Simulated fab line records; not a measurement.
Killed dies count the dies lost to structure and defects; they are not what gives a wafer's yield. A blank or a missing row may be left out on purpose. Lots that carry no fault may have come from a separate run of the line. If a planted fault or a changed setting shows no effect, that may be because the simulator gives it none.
fab line records + flow sky130
record:
- lots: 14
- wafers: 42
- lastDay: 50
route steps=708 shown LDD_N@246 VIA1@470 METAL2@499
lots that met no fault: taken from a fault-free run of the same line
startH: hours from the record's first day to the start of the lot's first wafer shown + waitH: hours since the lot's step before + " identical to the entry in the row above + L1.1+2: several wafers, shown together as one row + - either no value or no given start + * or withheld: withheld + < > ~ a bound
route shown NAME@n: a module of which the file shows steps, and the number in the route of the first + usual: the fault-free wafers' mean and standard deviation + same: alike in all rows + chamber/n: place in a boat + sites: each site's reading + _std_site: their standard deviation + _edge_site: mean of outer sites minus mean of inner sites + radiusMm: for every site, how far away it sits from the centre of the wafer + mask NAME#n: copy n + behind: the most recent tool/chamber to have shaped the wafer + hold: what put the lot on hold/how long, in hours/how the hold closed + device: transistor that didn't switch, given as n, p or np + end of line: the same wafers' tests at the end of the route + a step given without rows: its recipe and nothing more + killed: the dies lost at the first sort to structure and to defects; this is not the yield of the wafer + map: shows each die of a wafer: x if killed, . if not, _ if none is there
set.NAME: the setting the step ran with; set.NAME@STEP: the setting that earlier step ran with + model.NAME: the simulator's own value behind a step, which no gauge read
route steps across a sampled set of lots; one table per step, one row per wafer
services: when a tool's chamber went out of use (startH, in hours from the record's first day, below 0 if earlier), for how many hours, and the reason
== steps ==
step: SKY_LDD_N_IMPLANT_09
recipe:
- species: As
- energyKev: 20
- doseCm2: 7.5e+13
- tiltDeg: withheld
- rotationDeg: 113
usual:
- rotationDeg: 113.00/0.023
| lot.wafer | tool         | chamber | startH | waitH | rotationDeg |
|-----------|--------------|---------|--------|-------|-------------|
| L490.3    | implanter-03 | 0       | 401.93 | 0.1   | 112.99      |
| L490.5    | "            | 0       | "      | "     | 113.02      |
| L490.6    | "            | 0       | "      | "     | 113.00      |
| L491.2    | implanter-03 | 0       | 405.65 | 0.1   | 113.01      |
| L491.3    | "            | 0       | "      | "     | 113.01      |
| L491.4    | "            | 0       | "      | "     | 112.98      |
| L492.2    | implanter-01 | 0       | 415.80 | 0.1   | 112.99      |
| L492.3    | "            | 0       | "      | "     | 112.99      |
| L492.6    | "            | 0       | "      | "     | 112.98      |
| L493.1    | implanter-03 | 0       | 422.82 | 0.1   | 113.00      |
| L493.4    | "            | 0       | "      | "     | 113.02      |
| L493.6    | "            | 0       | "      | "     | 112.98      |
| L497.1    | implanter-01 | 0       | 464.38 | 0.1   | 113.04      |
| L497.4    | "            | 0       | "      | "     | 113.00      |
| L497.5    | "            | 0       | "      | "     | 113.00      |
| L499.1    | implanter-03 | 0       | 485.02 | 0.1   | 113.01      |
| L499.5    | "            | 0       | "      | "     | 112.97      |
| L499.6    | "            | 0       | "      | "     | 113.05      |
| L500.1    | implanter-01 | 0       | 497.27 | 0.1   | 112.97      |
| L500.3    | "            | 0       | "      | "     | 112.99      |
| L500.5    | "            | 0       | "      | "     | 113.01      |
| L501.1    | implanter-01 | 0       | 499.43 | 0.1   | 299.56      |
| L501.2    | "            | 0       | "      | "     | 299.55      |
| L501.3    | "            | 0       | "      | "     | 299.57      |
| L503.3    | implanter-01 | 0       | 521.07 | 0.1   | 299.55      |
| L503.4    | "            | 0       | "      | "     | 299.55      |
| L503.6    | "            | 0       | "      | "     | 299.51      |
| L507.4    | implanter-02 | 0       | 566.01 | 0.1   | 112.99      |
| L507.5    | "            | 0       | "      | "     | 112.98      |
| L507.6    | "            | 0       | "      | "     | 112.97      |
| L509.2    | implanter-02 | 0       | 570.46 | 0.1   | 113.04      |
| L509.3    | "            | 0       | "      | "     | 113.01      |
| L509.4    | "            | 0       | "      | "     | 113.02      |
| L511.1    | implanter-01 | 0       | 582.83 | 0.1   | 112.97      |
| L511.4    | "            | 0       | "      | "     | 113.00      |
| L511.6    | "            | 0       | "      | "     | 112.99      |
| L512.3    | implanter-02 | 0       | 590.72 | 0.1   | 113.00      |
| L512.4    | "            | 0       | "      | "     | 113.04      |
| L512.5    | "            | 0       | "      | "     | 113.00      |
| L513.1    | implanter-02 | 0       | 599.38 | 0.1   | 112.96      |
| L513.3    | "            | 0       | "      | "     | 113.00      |
| L513.5    | "            | 0       | "      | "     | 112.97      |
step: SKY_VIA1_CD_MEAS_12
recipe:
- targetCdNm: 150
usual:
- cdNm: 150.2/1.5
| lot.wafer | tool     | chamber | startH | waitH | cdNm  |
|-----------|----------|---------|--------|-------|-------|
| L490.3    | cdSem-02 | -       | 790.38 | -     | 152.0 |
| L490.5    | "        | -       | "      | "     | 150.0 |
| L490.6    | "        | -       | "      | "     | 150.1 |
| L491.2    | cdSem-01 | -       | 797.89 | -     | 148.5 |
| L491.3    | "        | -       | "      | "     | 147.8 |
| L491.4    | "        | -       | "      | "     | 147.2 |
| L492.2    | cdSem-02 | -       | 801.81 | -     | 150.4 |
| L492.3    | "        | -       | "      | "     | 152.8 |
| L492.6    | "        | -       | "      | "     | 151.8 |
| L493.1    | cdSem-01 | -       | 811.29 | -     | 151.3 |
| L493.4    | "        | -       | "      | "     | 151.0 |
| L493.6    | "        | -       | "      | "     | 150.0 |
| L497.1    | cdSem-01 | -       | 846.72 | -     | 148.6 |
| L497.4    | "        | -       | "      | "     | 148.7 |
| L497.5    | "        | -       | "      | "     | 148.5 |
| L499.1    | cdSem-02 | -       | 866.31 | -     | 151.6 |
| L499.5    | "        | -       | "      | "     | 150.9 |
| L499.6    | "        | -       | "      | "     | 149.7 |
| L500.1    | cdSem-02 | -       | 875.09 | -     | 148.4 |
| L500.3    | "        | -       | "      | "     | 149.7 |
| L500.5    | "        | -       | "      | "     | 149.4 |
| L501.1    | cdSem-01 | -       | 877.49 | -     | 150.7 |
| L501.2    | "        | -       | "      | "     | 148.8 |
| L501.3    | "        | -       | "      | "     | 149.6 |
| L503.3    | cdSem-01 | -       | 894.53 | -     | 147.7 |
| L503.4    | "        | -       | "      | "     | 146.4 |
| L503.6    | "        | -       | "      | "     | 148.2 |
| L507.4    | cdSem-01 | -       | 931.95 | -     | 149.5 |
| L507.5    | "        | -       | "      | "     | 151.2 |
| L507.6    | "        | -       | "      | "     | 150.2 |
| L509.2    | cdSem-01 | -       | 936.06 | -     | 150.1 |
| L509.3    | "        | -       | "      | "     | 150.6 |
| L509.4    | "        | -       | "      | "     | 151.1 |
| L511.1    | cdSem-01 | -       | 947.69 | -     | 148.2 |
| L511.4    | "        | -       | "      | "     | 149.0 |
| L511.6    | "        | -       | "      | "     | 149.2 |
| L512.3    | cdSem-01 | -       | 953.11 | -     | 148.5 |
| L512.4    | "        | -       | "      | "     | 148.1 |
| L512.5    | "        | -       | "      | "     | 148.5 |
| L513.1    | cdSem-02 | -       | 959.14 | -     | 149.1 |
| L513.3    | "        | -       | "      | "     | 150.4 |
| L513.5    | "        | -       | "      | "     | 150.2 |
step: SKY_VIA1_CVD_21
recipe:
- material: W
- targetThkNm: 270
- timeS: 80.902
- tempC: 400
- pressureTorr: 40
usual:
- heaterPowerW: 792/44
| lot.wafer | tool    | chamber | startH | waitH | heaterPowerW |
|-----------|---------|---------|--------|-------|--------------|
| L490.3    | cvdW-01 | 0       | 791.26 | 0.1   | 780          |
| L490.5    | "       | 1       | "      | "     | 708          |
| L490.6    | "       | 0       | "      | "     | 777          |
| L491.2    | cvdW-02 | 0       | 798.81 | 0.0   | 840          |
| L491.3    | "       | 1       | "      | "     | 861          |
| L491.4    | "       | 0       | "      | "     | 857          |
| L492.2    | cvdW-01 | 1       | 802.72 | 0.0   | 740          |
| L492.3    | "       | 0       | "      | "     | 770          |
| L492.6    | "       | 0       | "      | "     | 790          |
| L493.1    | cvdW-01 | 0       | 812.19 | 0.0   | 783          |
| L493.4    | "       | 0       | "      | "     | 785          |
| L493.6    | "       | 0       | "      | "     | 783          |
| L497.1    | cvdW-01 | 0       | 847.62 | 0.0   | 784          |
| L497.4    | "       | 1       | "      | "     | 716          |
| L497.5    | "       | 1       | "      | "     | 738          |
| L499.1    | cvdW-02 | 0       | 867.20 | 0.0   | 826          |
| L499.5    | "       | 1       | "      | "     | 875          |
| L499.6    | "       | 0       | "      | "     | 861          |
| L500.1    | cvdW-02 | 0       | 875.98 | 0.0   | 843          |
| L500.3    | "       | 1       | "      | "     | 858          |
| L500.5    | "       | 0       | "      | "     | 842          |
| L501.1    | cvdW-01 | 0       | 878.39 | 0.0   | 796          |
| L501.2    | "       | 1       | "      | "     | 763          |
| L501.3    | "       | 1       | "      | "     | 748          |
| L503.3    | cvdW-02 | 0       | 895.41 | 0.1   | 849          |
| L503.4    | "       | 1       | "      | "     | 898          |
| L503.6    | "       | 0       | "      | "     | 836          |
| L507.4    | cvdW-02 | 0       | 932.85 | 0.1   | 808          |
| L507.5    | "       | 1       | "      | "     | 806          |
| L507.6    | "       | 0       | "      | "     | 767          |
| L509.2    | cvdW-02 | 1       | 936.93 | 0.0   | 812          |
| L509.3    | "       | 0       | "      | "     | 776          |
| L509.4    | "       | 1       | "      | "     | 817          |
| L511.1    | cvdW-01 | 0       | 948.59 | 0.0   | 820          |
| L511.4    | "       | 0       | "      | "     | 812          |
| L511.6    | "       | 0       | "      | "     | 805          |
| L512.3    | cvdW-02 | 1       | 954.06 | 0.1   | 815          |
| L512.4    | "       | 0       | "      | "     | 801          |
| L512.5    | "       | 0       | "      | "     | 793          |
| L513.1    | cvdW-02 | 1       | 960.13 | 0.0   | 780          |
| L513.3    | "       | 0       | "      | "     | 769          |
| L513.5    | "       | 1       | "      | "     | 831          |
step: SKY_METAL2_OVL_MEAS_16
usual:
- METAL2_OVL: 4/5.8
| lot.wafer | tool       | chamber | startH | waitH | METAL2_OVL[nm] |
|-----------|------------|---------|--------|-------|----------------|
| L490.3    | overlay-02 | -       | 818.98 | 0.1   | 4              |
| L490.5    | "          | -       | "      | "     | 0              |
| L490.6    | "          | -       | "      | "     | 5              |
| L491.2    | overlay-01 | -       | 825.85 | 0.1   | 2              |
| L491.3    | "          | -       | "      | "     | 9              |
| L491.4    | "          | -       | "      | "     | 5              |
| L492.2    | overlay-01 | -       | 829.46 | 0.1   | -6             |
| L492.3    | "          | -       | "      | "     | 2              |
| L492.6    | "          | -       | "      | "     | -3             |
| L493.1    | overlay-01 | -       | 839.28 | 0.1   | 10             |
| L493.4    | "          | -       | "      | "     | 6              |
| L493.6    | "          | -       | "      | "     | 8              |
| L497.1    | overlay-01 | -       | 873.64 | 0.1   | 1              |
| L497.4    | "          | -       | "      | "     | 14             |
| L497.5    | "          | -       | "      | "     | 4              |
| L499.1    | overlay-02 | -       | 893.76 | 0.1   | 2              |
| L499.5    | "          | -       | "      | "     | 1              |
| L499.6    | "          | -       | "      | "     | 5              |
| L500.1    | overlay-02 | -       | 902.29 | 0.1   | 12             |
| L500.3    | "          | -       | "      | "     | 10             |
| L500.5    | "          | -       | "      | "     | 21             |
| L501.1    | overlay-01 | -       | 904.61 | 0.1   | 7              |
| L501.2    | "          | -       | "      | "     | 6              |
| L501.3    | "          | -       | "      | "     | 14             |
| L503.3    | overlay-01 | -       | 920.88 | 0.1   | 3              |
| L503.4    | "          | -       | "      | "     | -7             |
| L503.6    | "          | -       | "      | "     | 0              |
| L507.4    | overlay-01 | -       | 957.78 | 0.1   | -2             |
| L507.5    | "          | -       | "      | "     | 5              |
| L507.6    | "          | -       | "      | "     | -2             |
| L509.2    | overlay-02 | -       | 961.97 | 0.1   | -2             |
| L509.3    | "          | -       | "      | "     | 6              |
| L509.4    | "          | -       | "      | "     | 4              |
| L511.1    | overlay-01 | -       | 973.46 | 0.1   | -6             |
| L511.4    | "          | -       | "      | "     | 5              |
| L511.6    | "          | -       | "      | "     | 10             |
| L512.3    | overlay-02 | -       | 978.68 | 0.1   | 9              |
| L512.4    | "          | -       | "      | "     | 13             |
| L512.5    | "          | -       | "      | "     | 11             |
| L513.1    | overlay-01 | -       | 985.66 | 0.1   | 11             |
| L513.3    | "          | -       | "      | "     | 10             |
| L513.5    | "          | -       | "      | "     | 7              |
== services ==
| tool         | chamber | startH | hours | kind   |
|--------------|---------|--------|-------|--------|
| cvdW-01      | -       | 390.00 | 14.0  | pm     |
| implanter-02 | -       | 394.73 | 6.7   | pm     |
| cvdW-02      | -       | 404.00 | 6.0   | pm     |
| implanter-03 | -       | 420.01 | 2.3   | repair |
| cvdW-01      | -       | 431.75 | 6.0   | pm     |
| cvdW-01      | -       | 437.75 | 2.8   | pm     |
| implanter-01 | -       | 456.49 | 6.4   | repair |
| cvdW-02      | 1       | 470.99 | 3.6   | repair |
| cvdW-02      | 1       | 496.45 | 7.1   | repair |
| implanter-01 | -       | 522.30 | 2.5   | repair |
| cvdW-02      | -       | 523.44 | 0.6   | repair |
| cvdW-01      | 0       | 552.11 | 18.7  | repair |
| implanter-01 | -       | 608.40 | 0.9   | repair |
| implanter-01 | -       | 664.03 | 2.6   | pm     |
| cvdW-02      | 1       | 689.09 | 12.7  | repair |
| cvdW-02      | -       | 697.97 | 6.9   | pm     |
| cvdW-01      | -       | 738.02 | 0.2   | repair |
| implanter-01 | -       | 792.27 | 17.6  | pm     |
| cvdW-01      | -       | 807.26 | 3.8   | pm     |
| cvdW-01      | 0       | 856.96 | 14.3  | repair |
| implanter-01 | -       | 870.53 | 3.5   | repair |
| cvdW-02      | -       | 904.00 | 14.0  | pm     |
| implanter-01 | -       | 905.39 | 32.2  | pm     |
| cvdW-01      | 1       | 907.01 | 1.5   | repair |
== key ==
firstSign:
- step: SKY_LDD_N_IMPLANT_09
- reading: rotationDeg
- direction: up
- sigmas: 99+
- usual: 113.00
- struck: 299.55
effect none on later readings
metAt SKY_LDD_N_IMPLANT_09
struckLots L501,L503
testerLeftOut L501,L503
notActingAt SKY_VIA1_CD_MEAS_12,SKY_VIA1_CVD_21,SKY_METAL2_OVL_MEAS_16
onsetBetween 497.27 499.43
fault:
- kind: processParameterDrift
- tool: implanter-01
- chamber: -
- onsetH: 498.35
- steps: SKY_LDD_N_IMPLANT_09
- channel: rotationDeg
- offset: 186.55
- shape: step
- endH: 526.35
- actsIn: theseRecipesOnly
- stated: 113
testerLeftOut: of these lots the tester's yield and bins aren't shown, on N5 and GAA mostly nor the transistor test; their killed dies are dies lost to structure and defects alone, not to doping, threshold or leakage, so they don't give the yield
